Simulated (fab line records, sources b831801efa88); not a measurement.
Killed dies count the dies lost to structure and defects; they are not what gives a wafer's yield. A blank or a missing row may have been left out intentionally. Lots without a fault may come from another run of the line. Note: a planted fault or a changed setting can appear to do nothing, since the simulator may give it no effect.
What tool caused it?	flow sky130	36 wafers from 12 lots sampled at 2 of the route's 708 steps

## WHAT THE GAUGES SHOWED, per wafer
SKY_VIA1_THK_MEAS_23: measures by xrf.
lot	measured	on	VIA1_W_THK (nm)
L536	day 34 17:29	filmMetro-03	276 275 272
L537	day 34 21:17	filmMetro-01	282 276 281
L539	day 35 06:03	filmMetro-04	271 271 274
L540	day 35 18:44	filmMetro-04	276 273 276
L541	day 35 19:44	filmMetro-03	275 275 273
L542	day 36 05:35	filmMetro-03	272 271 270
L543	day 36 16:34	filmMetro-01	280 276 278
L549	day 38 15:24	filmMetro-03	275 275 272
L552	day 39 07:01	filmMetro-01	276 276 279
L555	day 40 08:08	filmMetro-04	274 271 274
L559	day 41 10:42	filmMetro-03	276 272 276
L558	day 41 14:25	filmMetro-01	271 266 273

## TOOL THAT RAN EACH LOT (tool first, then ch and the chambers of the sampled wafers, then the start)
lot	SKY_VIA1_STRIP_16
L536	plasmaAsher-02 ch 0,1, day 34 16:37
L537	plasmaAsher-02 ch 0,1, day 34 20:25
L539	plasmaAsher-04 ch 0,1, day 35 05:11
L540	plasmaAsher-03 ch 0, day 35 17:50
L541	plasmaAsher-02 ch 0,1, day 35 18:50
L542	plasmaAsher-02 ch 0,1, day 36 04:43
L543	plasmaAsher-03 ch 0,1, day 36 15:39
L549	plasmaAsher-02 ch 0,1, day 38 14:31
L552	plasmaAsher-02 ch 0,1, day 39 06:05
L555	plasmaAsher-02 ch 0, day 40 07:16
L559	plasmaAsher-04 ch 0, day 41 09:50
L558	plasmaAsher-04 ch 0,1, day 41 13:33
- SKY_VIA1_STRIP_16: strips in O2/N2.

## AS READ BY THE TOOLS THEMSELVES (means over the sampled wafers that have a number; for cases with no such wafer, the mark the record gives instead)
SKY_VIA1_STRIP_16.
lot	tool	drypumpMotorCurrentA (A)	o2FlowSccm (sccm)	oesProductAu (a.u.)	stripTimeToEndpointS (s)
L536	plasmaAsher-02	5.7	3003	0.419	4.466
L537	plasmaAsher-02	5.7	3001	0.416	4.437
L539	plasmaAsher-04	6.1	2992	0.414	4.437
L540	plasmaAsher-03	5.9	3016	0.419	4.457
L541	plasmaAsher-02	5.7	2996	0.418	4.468
L542	plasmaAsher-02	5.7	3004	0.411	4.443
L543	plasmaAsher-03	6.1	3001	0.411	4.465
L549	plasmaAsher-02	5.7	2989	0.415	4.440
L552	plasmaAsher-02	5.3	2397	0.413	4.551
L555	plasmaAsher-02	5.0	2403	0.414	4.550
L559	plasmaAsher-04	6.6	2990	0.415	4.456
L558	plasmaAsher-04	6.1	2999	0.411	4.464

## THE ANSWER, worked out from the rows above alone
Rule: usual is defined by the lots themselves. The widest of any qualifying gaps counts: lots, ordered by their means at a reading, are off when they make up no more than a third of the lots, leave a main group of 4 or more, and stand apart from it by 3 or more times the standard deviation of that group's means. A main group is skipped when, at the precision printed for the reading in the tables above, its means are all equal. A lot without any number at a reading at which 4 lots or more have one is off too. Where the step has rows for the other lots, those lots are counted as sound. After the gauges, taken in route order, come the tools' own readings; for these a lot's mean is taken, as printed above. The first step at which some lot is off is used, and at that step the reading that is off furthest; a lot without a number counts as furthest.
Off: L552, L555 (SKY_VIA1_STRIP_16, o2FlowSccm). The main group: mean 2999 sccm, standard deviation 7.6.
If a tool, at that step or one of the process steps before it, ran each lot that is off and ran no sound lot following the first of them, it fits. One fits: plasmaAsher-02 at SKY_VIA1_STRIP_16. A fault onset in the window from L549 (day 38 14:31, its last sound lot) to L552 (day 39 06:05, its first lot off) fits.
The tool's own readings at SKY_VIA1_STRIP_16 bear it out: on the lots that are off they differ by more than 5 times the standard deviation of the sound lots' means. o2FlowSccm reads 2400 sccm there against 2999 sccm on the sound lots; stripTimeToEndpointS reads 4.550 s there against 4.453 s on the sound lots.

## WHAT THE SIMULATOR HAD PUT IN
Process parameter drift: plasmaAsher-02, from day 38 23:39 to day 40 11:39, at SKY_VIA1_STRIP_16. A move of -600 in setting o2FlowSccm, from 3000. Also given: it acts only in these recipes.
Lots struck among those shown: L552, L555. The rule given above showed the same thing.
